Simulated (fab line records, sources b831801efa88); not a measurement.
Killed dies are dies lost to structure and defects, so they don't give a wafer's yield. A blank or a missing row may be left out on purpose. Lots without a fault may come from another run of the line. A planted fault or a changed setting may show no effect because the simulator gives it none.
fab line records | flow sky130
record lots=6 wafers=18 last_day=51
route steps=708 shown LDD_HVP@287 LDD_LDN@289 PAD_OPEN@708
lots that met no fault: from a run of the same line without faults
start_h: hours from the record's first day to the start of the lot's first wafer shown | wait_h: hours since the lot's step before | " the same as in the row above | L1.1+2: a row that stands for several wafers | - no value, or no start given | * or withheld: withheld | < > ~ a bound
route shown NAME@n: a module of which the file shows steps, and the number in the route of the first | usual: mean/standard deviation of fault-free wafers | same: alike in all rows | chamber/n: place in a boat | sites: the reading at each site | _std_site: their standard deviation | _edge_site: outer sites' mean less inner sites' | radius_mm: how far each site lies from the wafer's centre | mask NAME#n: copy n | behind: the tool/chamber that last shaped the wafer | hold: why the lot was held/for how many hours/how that ended | device: the transistor (n, p or np) that didn't switch | end of line: the same wafers' tests at the end of the route | a step without rows: its recipe alone | killed: dies lost to structure and defects at the first sort, not the wafer's yield | map: a wafer's dies, x killed, . not, _ none there
set.NAME: the setting as run; set.NAME@STEP: as run at that earlier step | model.NAME: the simulator's own value behind a step, which no gauge read
lots at some steps of the route; a table a step, a row a wafer
services: from which hour (start_h, from the record's first day; less than 0 if before it) a tool's chamber was out of use, for how many hours, and why
## steps
# step SKY_LDD_HVP_STRIP_09
# recipe chemistry=O2/N2 power_w=1400 pressure_mtorr=1500 platen_temp_c=withheld o2_flow_sccm=3000 n2_flow_sccm=300 overash_fraction=0.5
# usual drypump_motor_current_A=5.8/0.43 n2_flow_sccm=300.0/0.85 oes_product_au=0.409/0.0045 strip_time_to_endpoint_s=4.136/0.016
# columns lot.wafer tool chamber start_h wait_h drypump_motor_current_A n2_flow_sccm oes_product_au rf_hours_counter_h strip_time_to_endpoint_s
L589.1 plasma_asher-04 1 567.05 0.1 5.6 299.0 0.402 45 4.149
L589.2 " 0 " " 5.1 299.4 0.409 45 4.133
L589.4 " 1 " " 5.6 300.7 0.401 - 4.125
L590.2 plasma_asher-02 1 575.40 0.1 6.3 301.4 0.403 76 4.130
L590.4 " 0 " " 6.1 299.4 0.402 - 4.156
L590.6 " 0 " " 6.1 299.9 0.409 - 4.150
L601.4 plasma_asher-02 0 666.75 0.1 6.1 300.0 0.411 - 4.126
L601.5 " 0 " " 6.1 300.3 0.404 - 4.119
L601.6 " 1 " " 6.3 299.7 0.405 - 4.147
L602.2 plasma_asher-04 0 673.61 0.1 5.1 300.4 0.409 55 4.108
L602.3 " 0 " " 5.1 299.9 0.411 - 4.117
L602.4 " 1 " " 5.6 299.4 0.404 - 4.121
L604.2 plasma_asher-04 1 702.75 0.1 5.6 299.6 0.409 58 4.147
L604.3 " 0 " " 5.1 300.2 0.405 - 4.127
L604.6 " 1 " " 5.6 300.4 0.405 - 4.143
L603.3 plasma_asher-04 0 733.23 0.1 5.1 299.3 0.401 - 4.145
L603.4 " 1 " " 5.6 301.4 0.411 - 4.151
L603.5 " 0 " " 5.1 300.2 0.409 - 4.144
# step SKY_LDD_HVP_TW_MEAS_10
# usual LDD_HVP_TW=460/5.1
# columns lot.wafer tool chamber start_h wait_h LDD_HVP_TW
L589.1 film_metro-01 - 567.15 0.1 460
L589.2 " - " " 460
L589.4 " - " " 459
L590.2 film_metro-03 - 575.51 0.1 468
L590.4 " - " " 467
L590.6 " - " " 468
L601.4 film_metro-03 - 666.84 0.1 466
L601.5 " - " " 467
L601.6 " - " " 464
L602.2 film_metro-03 - 673.72 0.1 465
L602.3 " - " " 468
L602.4 " - " " 465
L604.2 film_metro-03 - 702.86 0.1 467
L604.3 " - " " 464
L604.6 " - " " 465
L603.3 film_metro-01 - 733.32 0.1 458
L603.4 " - " " 458
L603.5 " - " " 457
# step SKY_LDD_LDN_DEHYDRATE_00
# recipe temp_c=200 time_s=60
# step SKY_LDD_LDN_HMDS_01
# recipe prime_time_s=60 prime_temp_c=120
# step SKY_LDD_LDN_COAT_02
# recipe resist=NOVOLAK spin_rpm=3000 resist_thk_nm=1140
# step SKY_LDD_LDN_SOFTBAKE_03
# recipe temp_c=90 time_s=60 resist=NOVOLAK
# step SKY_LDD_LDN_EXPOSE_04
# recipe mask_id=LDNTM na=0.6 source_shape=conventional sigma_outer=0.6 polarization=unpolarized target_cd_nm=700 dose_mj=140
# step SKY_LDD_LDN_PEB_05
# recipe temp_c=withheld time_s=* resist=NOVOLAK
# step SKY_LDD_LDN_DEVELOP_06
# recipe resist=NOVOLAK developer=TMAH develop_time_s=60 dev_temp_c=23
# step SKY_LDD_LDN_OVL_MEAS_07
# usual LDD_LDN_OVL=1.0/1.4
# columns lot.wafer tool chamber start_h wait_h LDD_LDN_OVL[nm]
L589.1 overlay-02 - 595.46 0.1 4.9
L589.2 " - " " 4.6
L589.4 " - " " 3.8
L590.2 overlay-02 - 604.12 0.1 1.8
L590.4 " - " " 2.1
L590.6 " - " " 0.2
L601.4 overlay-01 - 694.43 0.1 1.4
L601.5 " - " " 2.3
L601.6 " - " " 2.0
L602.2 overlay-02 - 701.47 0.1 0.8
L602.3 " - " " 0.9
L602.4 " - " " 2.4
L604.2 overlay-02 - 730.74 0.1 1.2
L604.3 " - " " 0.6
L604.6 " - " " 1.8
L603.3 overlay-02 - 760.73 0.1 0.1
L603.4 " - " " -0.1
L603.5 " - " " -0.3
# step SKY_LDD_LDN_IMPLANT_08
# recipe species=As energy_kev=14.84 dose_cm2=1.25e+13 tilt_deg=withheld rotation_deg=23
# step SKY_LDD_LDN_IMPLANT_09
# recipe species=As energy_kev=15 dose_cm2=1.25e+13 tilt_deg=withheld rotation_deg=113
# step SKY_LDD_LDN_IMPLANT_10
# recipe species=As energy_kev=15 dose_cm2=1.25e+13 tilt_deg=withheld rotation_deg=203
# usual dose_ions_cm2=1.2504e+13/1.3e+10 faraday_current_uA=70.5/1.4
# columns lot.wafer tool chamber start_h wait_h dose_ions_cm2 faraday_current_uA
L589.1 implanter-02 0 595.80 0.1 1.2515e+13 72.5
L589.2 " 0 " " 1.2506e+13 70.4
L589.4 " 0 " " 1.2498e+13 72.1
L590.2 implanter-01 0 604.47 0.1 1.2504e+13 70.3
L590.4 " 0 " " 1.2486e+13 69.3
L590.6 " 0 " " 1.2493e+13 68.0
L601.4 implanter-01 0 694.82 0.1 3.026e+12 16.7
L601.5 " 0 " " 3.059e+12 17.4
L601.6 " 0 " " 3.023e+12 17.6
L602.2 implanter-04 0 701.83 0.1 1.2518e+13 71.6
L602.3 " 0 " " 1.2494e+13 69.2
L602.4 " 0 " " 1.2522e+13 68.2
L604.2 implanter-01 0 731.09 0.1 3.05e+12 17.0
L604.3 " 0 " " 3.052e+12 17.2
L604.6 " 0 " " 3.071e+12 17.2
L603.3 implanter-02 0 761.10 0.1 1.2507e+13 70.4
L603.4 " 0 " " 1.2501e+13 71.4
L603.5 " 0 " " 1.2503e+13 73.4
# step SKY_LDD_LDN_IMPLANT_11
# recipe species=As energy_kev=15 dose_cm2=1.25e+13 tilt_deg=withheld rotation_deg=293
# step SKY_LDD_LDN_STRIP_12
# recipe chemistry=O2/N2 power_w=1400 pressure_mtorr=1500 platen_temp_c=withheld o2_flow_sccm=3000 n2_flow_sccm=300 overash_fraction=0.5
# usual drypump_motor_current_A=5.7/0.5 n2_flow_sccm=299.9/0.83 oes_product_au=0.715/0.0047 strip_time_to_endpoint_s=14.20/0.044
# columns lot.wafer tool chamber start_h wait_h drypump_motor_current_A n2_flow_sccm oes_product_au rf_hours_counter_h strip_time_to_endpoint_s
L589.1 plasma_asher-02 1 596.10 0.1 6.2 299.2 0.719 78 14.21
L589.2 " 0 " " 6.1 298.5 0.716 78 14.22
L589.4 " 1 " " 6.2 299.0 0.711 - 14.22
L590.2 plasma_asher-04 1 604.75 0.1 5.6 298.4 0.720 49 14.26
L590.4 " 0 " " 5.1 300.5 0.722 - 14.26
L590.6 " 1 " " 5.6 300.4 0.710 - 14.25
L601.4 plasma_asher-03 1 695.08 0.1 6.4 301.0 0.712 - 14.25
L601.5 " 0 " " 5.4 299.4 0.715 - 14.23
L601.6 " 1 " " 6.4 300.5 0.720 - 14.24
L602.2 plasma_asher-03 0 702.10 0.1 5.4 300.7 0.717 96 14.29
L602.3 " 1 " " 6.4 299.6 0.715 - 14.31
L602.4 " 0 " " 5.4 300.2 0.713 - 14.25
L604.2 plasma_asher-03 0 731.37 0.1 5.4 299.8 0.720 99 14.20
L604.3 " 1 " " 6.4 299.9 0.723 - 14.19
L604.6 " 1 " " 6.4 300.6 0.720 - 14.20
L603.3 plasma_asher-03 0 761.38 0.1 5.4 299.5 0.708 - 14.28
L603.4 " 1 " " 6.5 299.9 0.711 - 14.22
L603.5 " 0 " " 5.4 300.5 0.713 - 14.23
# step SKY_LDD_LDN_TW_MEAS_13
# usual LDD_LDN_TW=1485/17
# columns lot.wafer tool chamber start_h wait_h LDD_LDN_TW
L589.1 film_metro-02 - 596.20 0.1 1471
L589.2 " - " " 1471
L589.4 " - " " 1472
L590.2 film_metro-04 - 604.86 0.1 1478
L590.4 " - " " 1486
L590.6 " - " " 1486
L601.4 film_metro-02 - 695.18 0.1 1389
L601.5 " - " " 1393
L601.6 " - " " 1395
L602.2 film_metro-03 - 702.21 0.1 1508
L602.3 " - " " 1506
L602.4 " - " " 1513
L604.2 film_metro-03 - 731.48 0.1 1418
L604.3 " - " " 1415
L604.6 " - " " 1412
L603.3 film_metro-02 - 761.47 0.1 1480
L603.4 " - " " 1483
L603.5 " - " " 1472
# step SKY_LDD_LDN_CLEAN_14
# recipe chemistry=SC1/SC2 mix=1:4:20 temp_c=70 time_s=150 dry=n2_spin
# step SKY_PAD_OPEN_PROBE_99
# usual killed_at_M0_to_M3=45/6.9 killed_at_M4_up=3.2/1.8 killed_at_contacts=25/5.3 killed_at_front_end=16/4.3 killed_at_other=0.2/0.52 killed_dies=88/8.7 killed_open=48/6.5 killed_short=40/6
# same gross_dies=492 killed_at_back_side=0
# columns lot.wafer tool chamber start_h wait_h killed_at_M0_to_M3 killed_at_M4_up killed_at_contacts killed_at_front_end killed_at_other killed_dies killed_open killed_short model.etest.tip_sonos.rs_ohm_sq
L589.1 prober-01 - 1118.99 0.1 39 3 21 19 1 83 52 31 2636
L589.2 prober-01 - 1119.04 0.1 39 3 22 11 0 75 37 38 2610
L589.4 prober-01 - 1119.14 0.2 49 2 29 13 0 93 54 39 2588
L590.2 prober-02 - 1127.01 0.1 45 3 35 12 0 95 56 39 2702
L590.4 prober-02 - 1127.11 0.2 51 3 25 16 0 95 45 50 2693
L590.6 prober-02 - 1127.21 0.2 40 3 24 14 0 81 47 34 2650
L601.4 prober-01 - 1183.59 0.2 50 3 20 15 1 89 49 39 2958
L601.5 prober-01 - 1183.64 0.2 48 1 23 17 0 89 44 45 2944
L601.6 prober-01 - 1183.69 0.2 39 4 29 9 0 81 41 40 2957
L602.2 prober-02 - 1187.06 0.1 31 5 27 16 0 79 43 36 2601
L602.3 prober-02 - 1187.11 0.2 55 1 24 13 0 93 57 36 2646
L602.4 prober-02 - 1187.16 0.2 48 2 26 14 0 90 45 45 2642
L604.2 prober-01 - 1208.01 0.1 29 1 25 15 0 70 42 28 2991
L604.3 prober-01 - 1208.06 0.2 45 0 29 15 0 89 46 43 2964
L604.6 prober-01 - 1208.21 0.2 46 1 36 12 0 95 58 37 2968
L603.3 prober-01 - 1225.84 0.2 51 2 31 8 0 92 48 44 2691
L603.4 prober-01 - 1225.89 0.2 37 2 26 19 0 84 42 42 2720
L603.5 prober-01 - 1225.94 0.2 57 2 18 10 0 87 44 41 2706
# killed by level:class
L589.1 VIA1:geometric_particle:open=9 VIA2:geometric_particle:open=8 FIELD_ISO:geometric_particle:open=6 LI_CONTACT:geometric_particle:open=6 CONTACT:geometric_particle:short=6 CONTACT:geometric_particle:open=6 VIA3:geometric_particle:open=6 POLY_GATE:geometric_particle:short=5
L589.2 VIA1:geometric_particle:open=9 LI_CONTACT:geometric_particle:open=7 VIA1:geometric_particle:short=6 FIELD_ISO:geometric_particle:open=5 METAL2:geometric_particle:short=5 VIA3:geometric_particle:short=5 LOCAL_INTERCONNECT:geometric_particle:short=4 CONTACT:geometric_particle:open=4
L589.4 CONTACT:geometric_particle:open=13 VIA1:geometric_particle:open=11 LI_CONTACT:geometric_particle:open=7 METAL1:geometric_particle:short=7 VIA3:geometric_particle:open=7 VIA3:geometric_particle:short=6 VIA2:geometric_particle:open=5 LOCAL_INTERCONNECT:geometric_particle:short=4
L590.2 CONTACT:geometric_particle:open=16 VIA1:geometric_particle:open=10 VIA2:geometric_particle:open=9 LI_CONTACT:geometric_particle:open=7 METAL1:geometric_particle:short=6 LOCAL_INTERCONNECT:geometric_particle:short=5 VIA3:geometric_particle:open=5 FIELD_ISO:geometric_particle:short=4
L590.4 VIA1:geometric_particle:open=10 VIA1:geometric_particle:short=8 FIELD_ISO:geometric_particle:short=7 CONTACT:geometric_particle:short=7 VIA3:geometric_particle:open=7 VIA2:geometric_particle:open=6 VIA3:geometric_particle:short=5 CONTACT:geometric_particle:open=5
L590.6 VIA1:geometric_particle:open=11 CONTACT:geometric_particle:open=10 VIA2:geometric_particle:open=8 FIELD_ISO:geometric_particle:short=7 METAL2:geometric_particle:short=6 LI_CONTACT:geometric_particle:open=5 CONTACT:geometric_particle:short=4 VIA1:geometric_particle:short=4
L601.4 VIA3:geometric_particle:open=10 CONTACT:geometric_particle:open=9 VIA1:geometric_particle:open=9 VIA3:geometric_particle:short=6 VIA2:geometric_particle:open=6 METAL1:geometric_particle:short=6 POLY_GATE:geometric_particle:open=5 VIA1:geometric_particle:short=5
L601.5 CONTACT:geometric_particle:open=11 METAL2:geometric_particle:short=8 VIA1:geometric_particle:open=7 VIA3:geometric_particle:short=6 POLY_GATE:geometric_particle:short=6 VIA3:geometric_particle:open=6 FIELD_ISO:geometric_particle:open=4 POLY_GATE:geometric_particle:open=4
L601.6 CONTACT:geometric_particle:open=16 METAL2:geometric_particle:short=7 METAL3:geometric_particle:short=6 VIA2:geometric_particle:open=5 LOCAL_INTERCONNECT:geometric_particle:short=5 METAL1:geometric_particle:short=5 VIA3:geometric_particle:open=4 CONTACT:geometric_particle:short=4
L602.2 CONTACT:geometric_particle:open=13 VIA1:geometric_particle:open=9 LI_CONTACT:geometric_particle:open=6 FIELD_ISO:geometric_particle:short=5 METAL1:geometric_particle:short=5 METAL4:geometric_particle:short=5 METAL2:geometric_particle:short=5 VIA1:geometric_particle:short=4
L602.3 VIA1:geometric_particle:open=17 CONTACT:geometric_particle:open=11 VIA1:geometric_particle:short=8 VIA2:geometric_particle:open=7 LI_CONTACT:geometric_particle:open=5 METAL1:geometric_particle:short=5 METAL2:geometric_particle:short=5 VIA2:geometric_particle:short=5
L602.4 METAL2:geometric_particle:short=11 CONTACT:geometric_particle:open=11 VIA1:geometric_particle:short=10 LI_CONTACT:geometric_particle:open=7 VIA1:geometric_particle:open=6 VIA3:geometric_particle:open=6 METAL1:geometric_particle:short=5 VIA2:geometric_particle:open=5
L604.2 CONTACT:geometric_particle:open=10 VIA1:geometric_particle:open=10 LOCAL_INTERCONNECT:geometric_particle:short=5 FIELD_ISO:geometric_particle:open=4 LI_CONTACT:geometric_particle:open=4 VIA2:geometric_particle:open=4 FIELD_ISO:geometric_particle:short=3 CONTACT:geometric_particle:short=3
L604.3 VIA1:geometric_particle:open=10 LI_CONTACT:geometric_particle:open=8 CONTACT:geometric_particle:open=7 VIA3:geometric_particle:open=7 LI_CONTACT:geometric_particle:short=6 METAL3:geometric_particle:short=6 FIELD_ISO:geometric_particle:short=4 VIA2:geometric_particle:open=4
L604.6 VIA1:geometric_particle:open=12 LI_CONTACT:geometric_particle:open=11 LOCAL_INTERCONNECT:geometric_particle:short=9 VIA3:geometric_particle:open=8 CONTACT:geometric_particle:open=8 VIA2:geometric_particle:open=6 POLY_GATE:geometric_particle:open=5 METAL3:geometric_particle:short=4
L603.3 CONTACT:geometric_particle:open=12 VIA2:geometric_particle:open=10 VIA1:geometric_particle:open=9 VIA2:geometric_particle:short=7 CONTACT:geometric_particle:short=7 LOCAL_INTERCONNECT:geometric_particle:short=6 METAL1:geometric_particle:short=6 LI_CONTACT:geometric_particle:open=5
L603.4 LI_CONTACT:geometric_particle:open=7 VIA2:geometric_particle:open=7 VIA1:geometric_particle:open=7 FIELD_ISO:geometric_particle:short=5 LOCAL_INTERCONNECT:geometric_particle:short=5 CONTACT:geometric_particle:open=5 CONTACT:geometric_particle:short=5 VIA2:geometric_particle:short=5
L603.5 VIA1:geometric_particle:open=20 VIA1:geometric_particle:short=11 METAL2:geometric_particle:short=6 VIA2:geometric_particle:open=5 CONTACT:geometric_particle:open=5 LI_CONTACT:geometric_particle:open=4 LOCAL_INTERCONNECT:geometric_particle:short=4 CONTACT:geometric_particle:short=4
## services
# columns tool chamber start_h hours kind
implanter-02 - 552.06 4.9 repair
implanter-02 - 571.84 3.6 repair
plasma_asher-04 - 580.10 2.1 repair
plasma_asher-03 - 584.21 0.5 repair
implanter-04 - 586.39 5.3 repair
implanter-01 - 626.43 1.8 repair
implanter-01 - 636.44 6.1 pm
plasma_asher-04 - 655.07 10.0 repair
implanter-01 - 662.59 3.7 repair
plasma_asher-04 - 733.73 3.3 repair
plasma_asher-03 - 733.75 9.0 pm
plasma_asher-03 0 733.75 9.0 vent_cycle
plasma_asher-03 1 733.75 9.0 vent_cycle
plasma_asher-03 0 742.75 - clean
plasma_asher-03 1 742.75 - clean
## key
first_sign step=SKY_LDD_LDN_IMPLANT_10 reading=dose_ions_cm2 direction=down sigmas=99+ usual=* struck=*
effect step=SKY_LDD_LDN_IMPLANT_10 reading=faraday_current_uA direction=down sigmas=38 usual=70.5 struck=17.2
effect step=SKY_LDD_LDN_TW_MEAS_13 reading=LDD_LDN_TW direction=down sigmas=4.7 usual=1485 struck=1403
model_effect step=SKY_PAD_OPEN_PROBE_99 value=etest.tip_sonos.rs_ohm_sq without=2653 struck=2964
met_at SKY_LDD_LDN_IMPLANT_10
struck_wafers L601.4,L601.5,L601.6,L604.2,L604.3,L604.6
tester_left_out L601,L604
onset_between 604.47 694.82
fault kind=process_parameter_drift tool=implanter-01 chamber=- onset_h=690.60 steps=SKY_LDD_LDN_IMPLANT_10 channel=dose_cm2 offset=* shape=step end_h=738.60 acts_in=* stated=*
# tester_left_out: of these lots the tester's yield and bins aren't shown, on N5 and GAA mostly nor the transistor test; their killed dies are dies lost to structure and defects alone, not to doping, threshold or leakage, so they don't give the yield
